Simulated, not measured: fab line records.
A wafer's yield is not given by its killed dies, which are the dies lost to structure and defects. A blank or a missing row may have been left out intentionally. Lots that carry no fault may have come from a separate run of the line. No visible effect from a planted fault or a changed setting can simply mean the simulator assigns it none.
What tool caused it? | flow gf180mcu | 39 wafers from 13 lots sampled at 4 of the route's 602 steps

## WHAT THE GAUGES READ, wafer by wafer
GF_V2_THK_MEAS_03.
lot  | measured     | on            | V2_CVD_02_THK (nm)
L721 | day 19 15:29 | film_metro-04 | 836 837 843
L722 | day 19 21:31 | film_metro-03 | 842 817 852
L723 | day 20 02:47 | film_metro-03 | 849 842 834
L725 | day 21 02:37 | film_metro-03 | 854 865 855
L727 | day 22 05:52 | film_metro-04 | 847 859 864
L728 | day 22 11:58 | film_metro-03 | 853 844 840
L729 | day 22 16:19 | film_metro-04 | 839 841 851
L732 | day 23 15:28 | film_metro-03 | 834 844 850
L733 | day 23 22:17 | film_metro-03 | 862 860 868
L735 | day 24 16:20 | film_metro-04 | 860 849 866
L741 | day 26 10:02 | film_metro-01 | 860 869 865
L742 | day 26 15:12 | film_metro-04 | 860 852 852
L744 | day 27 06:27 | film_metro-03 | 845 848 859

GF_V3_THK_MEAS_01.
lot  | measured     | on            | V3_CVD_00_THK (nm)
L721 | day 21 18:45 | film_metro-03 | 590 602 599
L722 | day 22 01:03 | film_metro-02 | 601 599 607
L723 | day 22 06:05 | film_metro-03 | 593 589 583
L725 | day 23 05:27 | film_metro-02 | 597 594 595
L727 | day 24 07:02 | film_metro-02 | 601 596 592
L728 | day 24 13:11 | film_metro-02 | 607 600 602
L729 | day 24 16:53 | film_metro-02 | 595 603 593
L732 | day 25 15:08 | film_metro-02 | 607 605 609
L733 | day 25 20:47 | film_metro-03 | 599 595 594
L735 | day 26 13:51 | film_metro-02 | 600 597 601
L741 | day 28 05:24 | film_metro-01 | 603 600 594
L742 | day 28 10:34 | film_metro-02 | 583 590 595
L744 | day 29 00:59 | film_metro-02 | 593 600 608

## TOOL THAT RAN EACH LOT (tool first, then ch and the chambers of the sampled wafers, then the start)
lot  | GF_M3_SPUTTER_01             | GF_M3_STRIP_17
L721 | pvd_sputter-03, day 20 18:02 | plasma_asher-03 ch 0,1, day 21 18:08
L722 | pvd_sputter-04, day 21 00:08 | plasma_asher-03 ch 0,1, day 22 00:26
L723 | pvd_sputter-03, day 21 05:11 | plasma_asher-02 ch 0,1, day 22 05:29
L725 | pvd_sputter-01, day 22 04:44 | plasma_asher-02 ch 0,1, day 23 04:50
L727 | pvd_sputter-04, day 23 07:38 | plasma_asher-03 ch 0,1, day 24 06:27
L728 | pvd_sputter-03, day 23 13:26 | plasma_asher-01 ch 0,1, day 24 12:32
L729 | pvd_sputter-03, day 23 17:20 | plasma_asher-03 ch 0, day 24 16:16
L732 | pvd_sputter-04, day 24 16:11 | plasma_asher-02 ch 0,1, day 25 14:32
L733 | pvd_sputter-01, day 24 22:52 | plasma_asher-01 ch 0,1, day 25 20:10
L735 | pvd_sputter-04, day 25 16:13 | plasma_asher-01 ch 0,1, day 26 13:15
L741 | pvd_sputter-01, day 27 08:43 | plasma_asher-03 ch 1, day 28 04:45
L742 | pvd_sputter-01, day 27 13:56 | plasma_asher-03 ch 0,1, day 28 09:57
L744 | pvd_sputter-03, day 28 05:04 | plasma_asher-02 ch 0,1, day 29 00:22
- GF_M3_SPUTTER_01: material TiN, target thk 30 nm, time 25 s.
- GF_M3_STRIP_17: strips in O2/N2.

## WHAT THE TOOLS THEMSELVES READ (means of the sampled wafers that have a number; where no wafer has one, the mark that the record gives instead)
GF_M3_SPUTTER_01.
lot  | tool           | throttle_valve_pct (%)
L721 | pvd_sputter-03 | 30.6
L722 | pvd_sputter-04 | 30.0
L723 | pvd_sputter-03 | 31.8
L725 | pvd_sputter-01 | 30.1
L727 | pvd_sputter-04 | 30.2
L728 | pvd_sputter-03 | 31.3
L729 | pvd_sputter-03 | 31.0
L732 | pvd_sputter-04 | 29.4
L733 | pvd_sputter-01 | 29.8
L735 | pvd_sputter-04 | 29.6
L741 | pvd_sputter-01 | 29.2
L742 | pvd_sputter-01 | 30.2
L744 | pvd_sputter-03 | 31.2

GF_M3_STRIP_17.
lot  | tool            | drypump_motor_current_A (A) | heater_power_w (W) | n2_flow_sccm (sccm) | oes_product_au (a.u.) | platen_temp_c (C) | strip_time_to_endpoint_s (s)
L721 | plasma_asher-03 | 5.67                        | 370                | 300.3               | 0.533                 | 250.13            | 7.33
L722 | plasma_asher-03 | 5.67                        | 380                | 299.3               | 0.540                 | 250.16            | 7.41
L723 | plasma_asher-02 | 5.80                        | 322                | 300.8               | 0.540                 | 249.85            | 7.45
L725 | plasma_asher-02 | 5.73                        | 322                | 299.9               | 0.537                 | 250.08            | 7.41
L727 | plasma_asher-03 | 5.68                        | 373                | 299.8               | 0.537                 | 249.92            | 7.35
L728 | plasma_asher-01 | 6.02                        | 329                | 300.2               | 0.544                 | 249.98            | 7.43
L729 | plasma_asher-03 | 5.68                        | 385                | 299.5               | 0.540                 | 249.78            | 7.36
L732 | plasma_asher-02 | 5.78                        | 325                | 299.6               | 0.534                 | 249.86            | 7.34
L733 | plasma_asher-01 | 5.77                        | 307                | 300.4               | 0.539                 | 250.00            | 7.36
L735 | plasma_asher-01 | 5.77                        | 305                | 300.4               | 0.541                 | 249.82            | 7.33
L741 | plasma_asher-03 | 5.64                        | 336                | 299.5               | 0.549                 | 240.84            | 8.98
L742 | plasma_asher-03 | 5.69                        | 350                | 300.0               | 0.550                 | 240.51            | 8.94
L744 | plasma_asher-02 | 5.73                        | 323                | 299.5               | 0.538                 | 250.06            | 7.37

## THE ANSWER, worked out from the rows above alone
Rule: usual is defined by the lots themselves. The widest of any qualifying gaps counts: lots, ordered by their means at a reading, are off when they make up no more than a third of the lots, leave a main group of 4 or more, and stand apart from it by 3 or more times the standard deviation of that group's means. Not used: any main group whose means are identical at the precision the tables above print for the reading. A lot without any number at a reading at which 4 lots or more have one is off too. Where the step has rows for the other lots, those lots are counted as sound. Order of review: gauges by route order, followed by the tools' own readings, for which a lot's mean as printed above is used. At the first step where some lot is off, the reading lying furthest off is the one used; lots without a number count as furthest.
Off: L741, L742 (GF_M3_STRIP_17, platen_temp_c). Main group: mean 249.97 C, sd 0.12.
A tool fits if, at that step or a process step before it, it ran every lot that is off, and no sound lot after the first of them. This does not decide it: 2 tools fit, namely pvd_sputter-01 at GF_M3_SPUTTER_01 and plasma_asher-03 at GF_M3_STRIP_17.

## WHAT HAD BEEN PUT IN BY THE SIMULATOR
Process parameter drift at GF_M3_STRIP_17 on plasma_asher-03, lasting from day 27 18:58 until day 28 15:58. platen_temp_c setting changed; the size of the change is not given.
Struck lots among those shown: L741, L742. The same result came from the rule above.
